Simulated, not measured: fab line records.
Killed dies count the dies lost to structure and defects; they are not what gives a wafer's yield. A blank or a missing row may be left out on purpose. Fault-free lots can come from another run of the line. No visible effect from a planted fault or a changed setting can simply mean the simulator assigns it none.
Comparing a struck lot with a sound one :: flow sky130 :: 15 steps out of a route of 708
Sound: the wafers L638.2, L638.5, L638.6. The struck wafers were L632.1, L632.2, L632.6. The cause is given at the end.
For every step that has rows: the tool of each side, followed by ch and its chambers, followed by its first start. Under that, the readings that differ: sound wafers :: struck wafers :: difference of the means :: sigmas: that difference in standard deviations of wafers without a fault.
alike: same words and numbers on both sides, and readings whose means sit less than 2 such deviations apart. not compared: any withheld reading, any reading some wafer has no value for, any bound like >300 that may hide the same value, and any number with overlapping values for which the record gives no deviation.
Wherever a step has rows on one side only, a row that says differs or no value, or a row with sigmas, the two part there. Numbers that don't overlap but have no deviation are shown without sigmas and don't part them. Lack of a reading on every wafer of one side parts them only where that side has two or more wafers.

first, 6 steps without rows for these wafers: SKY_VIA4_HMDS_05 (prime time 60 s); SKY_VIA4_COAT_06 (resist thk 1140 nm); SKY_VIA4_SOFTBAKE_07 (time 60 s); SKY_VIA4_EXPOSE_08 (exposes mask VIM4, target cd 800 nm); SKY_VIA4_PEB_09; SKY_VIA4_DEVELOP_10 (develop time 60 s).
SKY_VIA4_OVL_MEAS_11:
  sound: overlay-01 at day 46 15:37; struck: overlay-02 at day 45 12:55
  alike: VIA4_OVL
SKY_VIA4_ETCH_12: etches SiO2 in C4F8/O2/Ar, stops on TiN, target depth 580 nm.
  sound on rieDiel-02 ch 0,2,3, day 46 15:39; struck on rieDiel-04 ch 0,1,3, day 45 12:58
  alike: oesProductAu
SKY_VIA4_STRIP_13: strips in O2/N2.
  sound on plasmaAsher-03 ch 0,1, day 46 15:43; struck on plasmaAsher-04 ch 0,1, day 45 13:02
  alike: drypumpMotorCurrentA, oesProductAu, stripTimeToEndpointS
  not compared: rfHoursCounterH
then, 3 steps without rows for these wafers: SKY_VIA4_STRIP_14 (strips in post etch residue remover, time 1200 s); SKY_VIA4_CLEAN_15 (cleans in IPA, time 180 s); SKY_VIA4_CLEAN_16 (cleans in O3/DIW).
SKY_VIA4_SPUTTER_17: material TiN, target thk 20 nm, time 80 s.
  sound: pvdSputter-02 at day 46 16:21; struck: pvdSputter-01 at day 45 13:37
  no value came back on the struck wafers for cathodeDcPowerW (W), chamberPressurePa (Pa), throttleValvePct (%); on the sound wafers cathodeDcPowerW (W) reads 4001.1 4001.2 3998.9
SKY_VIA4_CVD_18: deposits W, target thk 505 nm, time 152.14 s.
  sound on cvdW-02 ch 0,1, day 46 16:25; struck on cvdW-02 ch 0,1, day 45 13:41
  alike: heaterPowerW
-- the record jumps here: 3 days lie between the struck wafers' starts before and after (it left off in module VIA4 and takes up again in module PAD_OPEN, whose first step shown is number 708 of the route) --
SKY_PAD_OPEN_PROBE_99:
  sound: prober-02 at day 49 06:37; struck: prober-02 at day 48 07:27
reading: defectLimitedYield (%)
sound: 81.5 79.7 83.5
struck: 0 0 0
difference: -82
sigmas: -43

reading: killed_at_M4_up
sound: 5 4 1
struck: 401 415 426
difference: +411
sigmas: +99 or more

reading: killedDies
sound: 91 100 81
struck: 492 492 492
difference: +401
sigmas: +44

reading: killedOnRim
sound: 20 23 14
struck: 96 96 96
difference: +77
sigmas: +19

reading: sort_bin_5_function (%)
sound: 10.8 12.4 8.9
struck: 92.3 92.5 93.9
difference: +82.2
sigmas: +55

reading: sortNPass
sound: 401 392 411
struck: 0 0 0
difference: -401
sigmas: -44

reading: sortYieldPct (%)
sound: 81.5 79.7 83.5
struck: 0 0 0
difference: -82
sigmas: -43
  alike: killed_at_M0_to_M3, killedAtContacts, killedAtFrontEnd, killedAtOther, killedOpen, killedShort, sort_bin_3_pad_short, sort_bin_6_memory

WHERE THEY PART
First at SKY_VIA4_SPUTTER_17; last, within this record, at SKY_PAD_OPEN_PROBE_99.

WHY: whatever the simulator had introduced
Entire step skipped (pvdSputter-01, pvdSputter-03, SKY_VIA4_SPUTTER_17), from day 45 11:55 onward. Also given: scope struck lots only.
